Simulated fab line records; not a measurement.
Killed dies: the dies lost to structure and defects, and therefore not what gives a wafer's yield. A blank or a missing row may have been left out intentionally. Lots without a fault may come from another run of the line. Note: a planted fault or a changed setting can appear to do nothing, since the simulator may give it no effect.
Matching of chambers || flow gf180mcu || GF_SAB_CVD_00 on pecvd-03: 3 sister chambers
The step deposits SiO2 from TEOS, target thk 50 nm, time 4.9302 s. 16 wafers are shown with their chamber, then 8 later ones without.

WAFERS WITH THEIR CHAMBER
{"wafer": "L968.1", "chamber": 1, "heater_power_w (W)": 747}
{"wafer": "L968.3", "chamber": 0, "heater_power_w (W)": 749}
{"wafer": "L968.5", "chamber": 0, "heater_power_w (W)": 777}
{"wafer": "L970.3", "chamber": 2, "heater_power_w (W)": 608}
{"wafer": "L970.5", "chamber": 1, "heater_power_w (W)": 674}
{"wafer": "L970.6", "chamber": 0, "heater_power_w (W)": 746}
{"wafer": "L973.3", "chamber": 1, "heater_power_w (W)": 802}
{"wafer": "L973.5", "chamber": 1, "heater_power_w (W)": 801}
{"wafer": "L973.6", "chamber": 0, "heater_power_w (W)": 707}
{"wafer": "L974.2", "chamber": 1, "heater_power_w (W)": 784}
{"wafer": "L974.4", "chamber": 2, "heater_power_w (W)": 582}
{"wafer": "L974.5", "chamber": 0, "heater_power_w (W)": 785}
{"wafer": "L976.2", "chamber": 0, "heater_power_w (W)": 760}
{"wafer": "L976.5", "chamber": 1, "heater_power_w (W)": 766}
{"wafer": "L976.6", "chamber": 0, "heater_power_w (W)": 749}
{"wafer": "L980.1", "chamber": 2, "heater_power_w (W)": 527}

SIGNATURES (averages over the wafers above)
{"reading": "heater_power_w", "chamber 0": 753.29, "chamber 1": 762.33, "chamber 2": 572.33, "scatter within a chamber": 38.1}
Rule: distance of a wafer from a chamber = root of the sum over the readings of ((wafer's reading minus chamber's mean) / reading's scatter) squared. The wafer belongs to the nearest chamber; if the next one is less than 2 further off, it can't be placed. The scatter: the root of (the sum of the squares of (reading less its chamber's mean) over the shown wafers, divided by (wafers less chambers)).

WAFERS MISSING THEIR CHAMBER
{"wafer": "L980.2", "heater_power_w (W)": 757}
{"wafer": "L980.5", "heater_power_w (W)": 547}
{"wafer": "L981.1", "heater_power_w (W)": 816}
{"wafer": "L981.4", "heater_power_w (W)": 567}
{"wafer": "L981.5", "heater_power_w (W)": 774}
{"wafer": "L987.1", "heater_power_w (W)": 768}
{"wafer": "L987.3", "heater_power_w (W)": 738}
{"wafer": "L987.6", "heater_power_w (W)": 529}

WHICH CHAMBER EACH WENT THROUGH
{"wafer": "L980.2", "from the rows above": "can't be placed: 0 or 1", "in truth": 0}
{"wafer": "L980.5", "from the rows above": 2, "in truth": 2}
{"wafer": "L981.1", "from the rows above": "can't be placed: 1 or 0", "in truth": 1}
{"wafer": "L981.4", "from the rows above": 2, "in truth": 2}
{"wafer": "L981.5", "from the rows above": "can't be placed: 1 or 0", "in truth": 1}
{"wafer": "L987.1", "from the rows above": "can't be placed: 1 or 0", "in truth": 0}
{"wafer": "L987.3", "from the rows above": "can't be placed: 0 or 1", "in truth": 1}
{"wafer": "L987.6", "from the rows above": 2, "in truth": 2}
Placed correctly: 3 of 8. Not placeable from these rows: 5 (in 5, the candidates include the true chamber). Number placed wrongly: 0.
